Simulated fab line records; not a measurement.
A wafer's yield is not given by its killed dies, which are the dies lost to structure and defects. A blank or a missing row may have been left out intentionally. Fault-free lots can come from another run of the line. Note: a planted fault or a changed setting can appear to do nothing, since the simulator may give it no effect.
Which tool was responsible?    flow sky130    7 lots (21 wafers sampled), 1 step of a 708-step route

## WHAT EACH GAUGE READ, for each wafer
SKY_VT_ADJUST_HVTR_TW_MEAS_11.
lot   measured      on             VT_ADJUST_HVTR_TW
L501  day 9 19:50   film metro-01  210.9 209.0 211.1
L503  day 10 07:11  film metro-04  207.2 206.7 208.3
L507  day 11 10:44  film metro-01  210.2 209.5 210.2
L510  day 12 10:25  film metro-01  208.5 209.3 209.0
L513  day 13 05:37  film metro-04  209.0 207.9 208.2
L520  day 15 22:35  film metro-02  211.2 211.5 212.0
L523  day 16 18:00  film metro-04  206.8 206.6 207.6

## TOOL THAT RAN EACH LOT (tool first, then ch and the chambers of the sampled wafers, then the start)
There is no process step in the record ahead of these readings.

## THE ANSWER, worked out from the rows above alone
Rule: usual is defined by the lots themselves. The widest of any qualifying gaps counts: lots, ordered by their means at a reading, are off when they make up no more than a third of the lots, leave a main group of 4 or more, and stand apart from it by 3 or more times the standard deviation of that group's means. Not used: any main group whose means are identical at the precision the tables above print for the reading. Also off: a lot with no number at a reading for which 4 or more lots have one. Any other lot the step has rows for is counted as sound.
Across all readings shown, no lot is off: no conclusion can be drawn from this.

## WHAT THE SIMULATOR PUT IN
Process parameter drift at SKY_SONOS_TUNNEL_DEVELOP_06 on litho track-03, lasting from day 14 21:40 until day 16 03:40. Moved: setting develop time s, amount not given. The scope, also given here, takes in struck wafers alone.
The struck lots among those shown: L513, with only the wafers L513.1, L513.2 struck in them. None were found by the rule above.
